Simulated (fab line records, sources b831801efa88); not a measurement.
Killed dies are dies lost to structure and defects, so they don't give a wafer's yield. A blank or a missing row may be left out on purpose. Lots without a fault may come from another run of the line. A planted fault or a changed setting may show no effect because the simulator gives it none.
fab line records | flow sky130
record lots=14 wafers=42 last_day=50
route steps=708 shown LOCAL_INTERCONNECT@387
lots that met no fault: from a run of the same line without faults
start_h: hours from the record's first day to the start of the lot's first wafer shown | wait_h: hours since the lot's step before | " the same as in the row above | L1.1+2: a row that stands for several wafers | - no value, or no start given | * or withheld: withheld | < > ~ a bound
route shown NAME@n: a module of which the file shows steps, and the number in the route of the first | usual: mean/standard deviation of fault-free wafers | same: alike in all rows | chamber/n: place in a boat | sites: the reading at each site | _std_site: their standard deviation | _edge_site: outer sites' mean less inner sites' | radius_mm: how far each site lies from the wafer's centre | mask NAME#n: copy n | behind: the tool/chamber that last shaped the wafer | hold: why the lot was held/for how many hours/how that ended | device: the transistor (n, p or np) that didn't switch | end of line: the same wafers' tests at the end of the route | a step without rows: its recipe alone | killed: dies lost to structure and defects at the first sort, not the wafer's yield | map: a wafer's dies, x killed, . not, _ none there
set.NAME: the setting as run; set.NAME@STEP: as run at that earlier step | model.NAME: the simulator's own value behind a step, which no gauge read
steps of the route over a sample of lots; a table a step, a row a wafer
services: from which hour (start_h, from the record's first day; less than 0 if before it) a tool's chamber was out of use, for how many hours, and why
## steps
# step SKY_LOCAL_INTERCONNECT_SPUTTER_00
# recipe material=TiN target_thk_nm=100 temp_c=300 power_w=6500 time_s=83.3 chamber_pressure_pa=0.4
# usual chamber_pressure_pa=0.3999/0.00082 substrate_temp_c=300.00/0.18 throttle_valve_pct=29.7/1.5
# columns lot.wafer tool chamber start_h wait_h chamber_pressure_pa substrate_temp_c throttle_valve_pct
L706.2 pvd_sputter-02 - 706.62 0.2 0.3989 299.70 30.2
L706.3 " - " " 0.4003 299.85 31.3
L706.4 " - " " 0.3994 299.98 30.5
L707.1 pvd_sputter-04 - 711.30 0.1 0.3994 299.97 28.7
L707.2 " - " " 0.4014 300.23 31.0
L707.3 " - " " 0.3997 300.30 30.5
L708.1 pvd_sputter-01 - 711.61 0.1 0.4003 299.58 31.0
L708.3 " - " " 0.3991 300.20 28.0
L708.5 " - " " 0.4003 300.07 28.1
L710.1 pvd_sputter-02 - 719.11 0.1 0.3993 300.05 31.7
L710.2 " - " " 0.3988 299.70 27.8
L710.6 " - " " 0.3991 300.22 31.5
L709.2 pvd_sputter-01 - 719.23 0.2 0.4016 300.14 28.5
L709.3 " - " " 0.4001 299.81 31.0
L709.5 " - " " 0.3987 300.05 27.9
L715.3 pvd_sputter-02 - 752.56 0.2 0.3754 299.91 28.6
L715.4 " - " " 0.3985 300.11 30.6
L715.5 " - " " 0.3768 299.58 28.5
L718.1 pvd_sputter-02 - 772.73 0.1 0.4014 299.86 29.9
L718.3 " - " " 0.3764 300.02 28.6
L718.6 " - " " 0.3771 300.04 28.5
L721.3 pvd_sputter-04 - 798.23 0.2 0.3994 299.89 28.2
L721.4 " - " " 0.3995 300.13 31.9
L721.6 " - " " 0.4003 299.79 32.2
L723.1 pvd_sputter-01 - 808.88 0.1 0.3992 300.05 27.9
L723.2 " - " " 0.3990 300.51 30.4
L723.3 " - " " 0.4006 299.87 31.1
L724.1 pvd_sputter-01 - 814.46 0.2 0.4012 299.74 31.2
L724.2 " - " " 0.4008 300.22 28.4
L724.6 " - " " 0.3997 299.87 27.9
L725.1 pvd_sputter-01 - 825.31 0.2 0.4002 299.99 28.4
L725.2 " - " " 0.4007 299.78 27.8
L725.5 " - " " 0.4009 299.80 30.0
L727.1 pvd_sputter-01 - 859.41 0.2 0.3996 299.96 28.5
L727.4 " - " " 0.4009 300.08 31.1
L727.6 " - " " 0.3990 300.21 30.5
L728.2 pvd_sputter-02 - 860.38 0.2 0.3996 299.83 31.3
L728.4 " - " " 0.4000 299.64 27.6
L728.6 " - " " 0.4003 299.72 27.6
L729.2 pvd_sputter-01 - 863.22 0.2 0.3985 299.86 30.3
L729.4 " - " " 0.4002 300.08 28.4
L729.5 " - " " 0.4007 300.05 31.0
## services
# columns tool chamber start_h hours kind
pvd_sputter-04 - 711.92 13.0 repair
pvd_sputter-04 - 771.44 3.4 repair
pvd_sputter-01 - 782.32 7.8 repair
pvd_sputter-04 - 783.80 4.6 repair
pvd_sputter-04 - 814.13 1.9 repair
## key
first_sign step=SKY_LOCAL_INTERCONNECT_SPUTTER_00 reading=chamber_pressure_pa direction=down sigmas=29 usual=0.3999 struck=0.3764
effect none on later readings
met_at SKY_LOCAL_INTERCONNECT_SPUTTER_00
struck_lots L715,L718
struck_wafers L715.3,L715.5,L718.3,L718.6
tester_left_out L715,L718
onset_between 719.11 752.56
fault kind=process_parameter_drift tool=pvd_sputter-02 chamber=- onset_h=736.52 steps=SKY_LOCAL_INTERCONNECT_SPUTTER_00 channel=chamber_pressure_pa offset=-0.023352 shape=step end_h=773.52 acts_in=these_recipes_only stated=0.4 scope=struck_wafers_only
# tester_left_out: of these lots the tester's yield and bins aren't shown, on N5 and GAA mostly nor the transistor test; their killed dies are dies lost to structure and defects alone, not to doping, threshold or leakage, so they don't give the yield
